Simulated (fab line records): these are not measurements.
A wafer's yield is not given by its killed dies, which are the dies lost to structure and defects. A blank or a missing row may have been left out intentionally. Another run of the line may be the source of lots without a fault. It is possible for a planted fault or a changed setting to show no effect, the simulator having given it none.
Lot-split experiment ; flow sky130 ; 5 lots, 23 wafers read, on a route of 708 steps

## SPLIT DETAILS
At SKY_FIELD_ISO_OXIDATION_01 (stabilise 600 s, purge 300 s, target thk 12 nm), the setting temp_c was moved away from the recipe's 900 C on 10 of the 23 wafers read, by -1.7% to +1.1%. All remaining wafers had this setting at the recipe value.

The file shows no step between the split and the reading.

## THE READING
Values of FIELD_ISO_OXIDATION_00_THK in nm from SKY_FIELD_ISO_THK_MEAS_02. Typical for fault-free wafers on this fab line: 12.01 nm, with standard deviation 0.19 nm.

wafer;tool, chamber at the split;temp_c as run, C;against the recipe;FIELD_ISO_OXIDATION_00_THK, nm;against lot-mates on the recipe
L074.1;furnace-01, 0;900;recipe;11.94;-
L074.4;furnace-01, 0;900;recipe;11.87;-
L074.6;furnace-01, 0;900;recipe;11.89;-
L077.1;-, -;909.6;+1.1%;13.27;no lot-mate on the recipe
L077.2;-, -;909.6;+1.1%;13.34;no lot-mate on the recipe
L077.3;-, -;909.6;+1.1%;13.06;no lot-mate on the recipe
L077.4;-, -;909.6;+1.1%;13.28;no lot-mate on the recipe
L077.5;-, -;909.6;+1.1%;13.24;no lot-mate on the recipe
L081.1;-, -;900;recipe;12.12;-
L081.2;-, -;900;recipe;12.31;-
L081.4;-, -;900;recipe;12.51;-
L081.5;-, -;900;recipe;12.16;-
L081.6;-, -;900;recipe;12.43;-
L082.1;-, -;885.1;-1.7%;10.15;no lot-mate on the recipe
L082.2;-, -;885.1;-1.7%;10.10;no lot-mate on the recipe
L082.3;-, -;885.1;-1.7%;10.05;no lot-mate on the recipe
L082.4;-, -;885.1;-1.7%;9.97;no lot-mate on the recipe
L082.6;-, -;885.1;-1.7%;10.04;no lot-mate on the recipe
L084.1;-, -;900;recipe;11.89;-
L084.3;-, -;900;recipe;11.68;-
L084.4;-, -;900;recipe;11.50;-
L084.5;-, -;900;recipe;11.78;-
L084.6;-, -;900;recipe;11.64;-

THE FIT
A straight line over all 23 wafers: FIELD_ISO_OXIDATION_00_THK changes by +1.17 nm for each +1% of temp_c; r = +0.98; the points scatter about the line by 0.24 nm.
Too few moved wafers have a lot-mate on the recipe to fit a line with each lot's own level taken away.

## THE WHOLE CHAIN: every reading that the file lists as answering this split, in the file's order
step;what it does;reading;change (the file's fit);r (the file's)
SKY_FIELD_ISO_OXIDATION_01;stabilise 600 s, purge 300 s, target thk 12 nm;SiO2_of_FIELD_ISO_OXIDATION_01.thk_nm (the simulator's own value, which no gauge read);+1.17 nm for each +1% of the setting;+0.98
SKY_FIELD_ISO_THK_MEAS_02;;FIELD_ISO_OXIDATION_00_THK;+1.17 for each +1% of the setting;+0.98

## THE FILE'S OWN FIT
FIELD_ISO_OXIDATION_00_THK changes by +1.17 nm for each +1% of temp_c, r = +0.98.
